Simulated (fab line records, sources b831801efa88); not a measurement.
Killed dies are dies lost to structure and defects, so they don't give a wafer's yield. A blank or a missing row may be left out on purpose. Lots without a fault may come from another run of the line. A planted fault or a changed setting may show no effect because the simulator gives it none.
Which tool did it? | flow sky130 | 13 lots, 39 wafers sampled, at 5 steps of a route of 708

WHAT THE GAUGES READ, wafer by wafer
SKY_SONOS_TUNNEL_OVL_MEAS_08. Usual: SONOS_TUNNEL_OVL 0.3 nm, standard deviation 1.3.
lot  | measured     | on         | SONOS_TUNNEL_OVL (nm) | flag
L596 | day 11 14:47 | overlay-01 | -0.1 -0.4 -0.8        |
L597 | day 12 00:33 | overlay-02 | -0.3 -0.8 -0.9        |
L599 | day 12 10:57 | overlay-02 | -1.7 1.5 -1.7         |
L600 | day 12 16:43 | overlay-01 | 1.3 2.3 2.0           |
L601 | day 13 00:31 | overlay-02 | 0.9 1.0 2.5           |
L602 | day 13 09:06 | overlay-02 | -0.4 -0.6 -1.7        |
L613 | day 16 20:53 | overlay-01 | -1.9 -0.5 -2.6        |
L614 | day 17 02:44 | overlay-01 | 3.3 1.4 -0.2          |
L615 | day 17 09:32 | overlay-02 | 0.0 0.2 -0.3          |
L616 | day 17 19:20 | overlay-02 | 1.5 0.8 0.5           |
L617 | day 18 03:05 | overlay-02 | 1.1 2.8 0.9           |
L618 | day 18 15:55 | overlay-01 | 1.1 1.0 0.6           |
L619 | day 19 00:34 | overlay-02 | 0.4 1.3 -0.3          |

SKY_SONOS_ONO_THK_MEAS_01. Usual: SONOS_ONO_OXIDATION_THK 2.58 nm, standard deviation 0.059.
lot  | measured     | on            | SONOS_ONO_OXIDATION_THK (nm) | flag
L596 | day 11 18:17 | film_metro-03 | 2.59 2.64 2.68               |
L597 | day 12 05:15 | film_metro-02 | 2.56 2.53 2.49               |
L599 | day 12 17:26 | film_metro-01 | 2.51 2.53 2.54               |
L600 | day 12 21:43 | film_metro-01 | 2.51 2.58 2.54               |
L601 | day 13 04:25 | film_metro-01 | 2.54 2.49 2.50               |
L602 | day 13 12:06 | film_metro-02 | 2.56 2.52 2.54               |
L613 | day 17 05:34 | film_metro-02 | 2.66 2.74 2.73               |
L614 | day 17 05:33 | film_metro-01 | 2.66 2.67 2.68               |
L615 | day 17 13:53 | film_metro-03 | 2.67 2.69 2.70               |
L616 | day 18 02:16 | film_metro-02 | 2.60 2.62 2.63               |
L617 | day 18 10:29 | film_metro-03 | 2.66 2.54 2.61               |
L618 | day 18 18:56 | film_metro-03 | 2.70 2.57 2.61               |
L619 | day 19 03:24 | film_metro-02 | 2.60 2.58 2.56               |

SKY_SONOS_ONO_THK_MEAS_03. Usual: SONOS_ONO_CVD_02_THK 10.45 nm, standard deviation 0.13.
lot  | measured     | on            | SONOS_ONO_CVD_02_THK (nm) | flag
L596 | day 11 21:12 | film_metro-01 | 10.52 10.59 10.53         |
L597 | day 12 06:22 | film_metro-02 | 10.27 10.31 10.35         |
L599 | day 12 22:10 | film_metro-03 | 10.42 10.49 10.40         |
L600 | day 13 01:00 | film_metro-01 | 10.34 10.34 10.41         |
L601 | day 13 05:32 | film_metro-03 | 10.25 10.23 10.31         |
L602 | day 13 13:37 | film_metro-01 | 10.47 10.38 10.45         |
L613 | day 17 07:12 | film_metro-01 | 10.62 10.57 10.56         |
L614 | day 17 07:11 | film_metro-02 | 10.47 10.38 10.41         |
L615 | day 17 16:37 | film_metro-02 | 10.50 10.48 10.51         |
L616 | day 18 03:53 | film_metro-03 | 10.33 10.36 10.47         |
L617 | day 18 15:37 | film_metro-03 | 10.38 10.47 10.46         |
L618 | day 18 21:41 | film_metro-01 | 10.56 10.58 10.52         |
L619 | day 19 05:56 | film_metro-01 | 10.23 10.32 10.34         |

SKY_RES_PROTECT_TW_MEAS_08. Usual: POLY_GATE_TW 3991, standard deviation 22.
lot  | measured     | on            | POLY_GATE_TW   | flag
L596 | day 16 12:29 | film_metro-03 | 4023 4009 4002 |
L597 | day 16 12:49 | film_metro-02 | 3960 3998 3982 |
L599 | day 16 18:20 | film_metro-03 | 4021 4037 4021 |
L600 | day 16 18:38 | film_metro-04 | 3961 3966 3984 |
L601 | day 16 18:59 | film_metro-02 | 3991 3989 3982 |
L602 | day 17 11:41 | film_metro-02 | 30 30 30       | OFF
L613 | day 21 09:38 | film_metro-04 | 3932 3941 3944 |
L614 | day 21 07:23 | film_metro-03 | 4015 4052 4025 |
L615 | day 21 17:47 | film_metro-02 | 3979 3986 3993 |
L616 | day 22 06:26 | film_metro-02 | 4003 3992 3985 |
L617 | day 22 17:53 | film_metro-03 | 4004 3992 4006 |
L618 | day 23 00:05 | film_metro-02 | 4002 3977 4013 |
L619 | day 23 08:02 | film_metro-02 | 4000 3983 3993 |

WHICH TOOL RAN EACH LOT (tool, then ch and the chambers of the sampled wafers, then the start)
lot  | SKY_RES_PROTECT_EXPOSE_04
L596 | iline_stepper-01 ch 0, day 15 22:52
L597 | iline_stepper-02 ch 0, day 15 23:21
L599 | iline_stepper-01 ch 0, day 16 05:07
L600 | iline_stepper-02 ch 0, day 16 05:22
L601 | iline_stepper-02 ch 0, day 16 05:35
L602 | iline_stepper-02 ch 0, day 16 21:47
L613 | iline_stepper-01 ch 0, day 20 18:09
L614 | iline_stepper-01 ch 0, day 20 16:26
L615 | iline_stepper-02 ch 0, day 21 02:41
L616 | iline_stepper-01 ch 0, day 21 14:04
L617 | iline_stepper-01 ch 0, day 22 03:19
L618 | iline_stepper-02 ch 0, day 22 10:14
L619 | iline_stepper-01 ch 0, day 22 17:40
- SKY_RES_PROTECT_EXPOSE_04: exposes mask RPM, target cd 1270 nm.

WHAT THE TOOLS THEMSELVES READ (means of the sampled wafers that have a number; where no wafer has one, the mark that the record gives instead)
The record holds no such reading with a usual standard deviation.

THE ANSWER, worked out from the rows above alone
Rule: a lot is off if the mean of its wafers that have a number lies more than 3 standard deviations from the usual mean. A lot without any number at a reading at which 4 lots or more have one is off too. The other lots that the step has rows for count as sound. The gauges are gone through in route order, then the tools' own readings, and for those a lot's mean is taken as printed above. The first step at which some lot is off is used, and at that step the reading that is off furthest; a lot without a number counts as furthest.
Off: L602, at SKY_RES_PROTECT_TW_MEAS_08 (POLY_GATE_TW).
A tool fits if, at a process step before that reading, it ran every lot that is off, and no sound lot after the first of them. The gauges at SKY_RES_PROTECT_TW_MEAS_08 are tried like those tools. None of those tried fits.

WHAT THE SIMULATOR HAD PUT IN
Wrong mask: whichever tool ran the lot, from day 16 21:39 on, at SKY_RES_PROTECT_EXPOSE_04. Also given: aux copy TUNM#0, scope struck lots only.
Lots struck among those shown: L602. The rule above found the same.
